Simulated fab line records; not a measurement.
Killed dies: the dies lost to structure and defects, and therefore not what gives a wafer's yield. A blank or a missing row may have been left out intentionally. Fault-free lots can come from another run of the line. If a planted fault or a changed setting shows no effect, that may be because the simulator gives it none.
Code-filled problem report in 8D (eight disciplines) form / flow gf180mcu / the parts of the form that need people (team, actions taken, sign-off) are left out

## 1. THE PROBLEM
At GF_NWELL_IMPLANT_09, beamEnergyKeV averages 169.73 over 9 wafers from 3 lots, while fault-free wafers read 159.99, standard deviation 0.055. That is +99 or more standard deviations from the usual mean.
First observed at day 6 12:13: wafer L613.4, on implanter-03. The record holds 42 wafers of 14 lots with a number at this step. By rule, "out" or "out of limits" means more than 4 standard deviations away from the usual mean. The other wafers with a number count as sound.

## 2. WHAT THIS IS AND IS NOT
question=which readings at this step | is=beamEnergyKeV | is not=-
question=which lots | is=L613, L614, L615 | is not=L600, L601, L604, L605, L606, L608, L609, L610, L611, L612, L619
question=which wafers of those lots | is=all that have a number | is not=-
question=read on which tools | is=implanter-03 | is not=implanter-02, implanter-04
question=when | is=from day 6 12:13 | is not=up to then (30 sound wafers); but 3 sound wafers of L619 came after

## 3. SUSPECTS, AND WHAT RULES EACH OUT
Counting: a tool at any process step up to the reading remains a suspect when it ran all the lots that are out and ran no sound lot after the first of those.
- implanter-03 at GF_NWELL_IMPLANT_09: kept. It ran every lot that is out, first L613 (day 6 12:13), and no sound lot after that; its last sound lot up to then is L612 (day 6 06:56). Out on those wafers are its own readings of beamEnergyKeV.
Left after counting: implanter-03 at GF_NWELL_IMPLANT_09.

## 4. THE CAUSE (what the simulator had put in)
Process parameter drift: implanter-03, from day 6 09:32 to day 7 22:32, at GF_NWELL_IMPLANT_09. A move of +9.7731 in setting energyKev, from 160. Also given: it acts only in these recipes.
The count eliminated every tool but this one.

## 5. SEQUENCE OF EFFECTS, ordered by route
Each row: a reading where the mean over the struck wafers with a number is more than 3 standard deviations away from the usual. Readings are gone through only where the record gives a usual standard deviation; hours: the median, over the lots, of the time from a lot's start at the first step in this table giving one to that lot's start at this step; sigmas: the change measured in usual standard deviations.
hours=0; step=GF_NWELL_IMPLANT_09; reading=beamEnergyKeV; usual=159.99; on struck wafers=169.73; change=+9.74; sigmas=+99 or more
Its process steps:
- GF_NWELL_IMPLANT_09
Later measuring or inspecting steps at which every struck wafer that the step has a row for has a number for every such reading, and none has moved that far: GF_MVSD_OVL_MEAS_07.

## 6. HOW IT WOULD HAVE BEEN CAUGHT EARLIER
In this record the first reading out of limits was taken at day 6 12:13, 3 hours after the fault began at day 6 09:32.
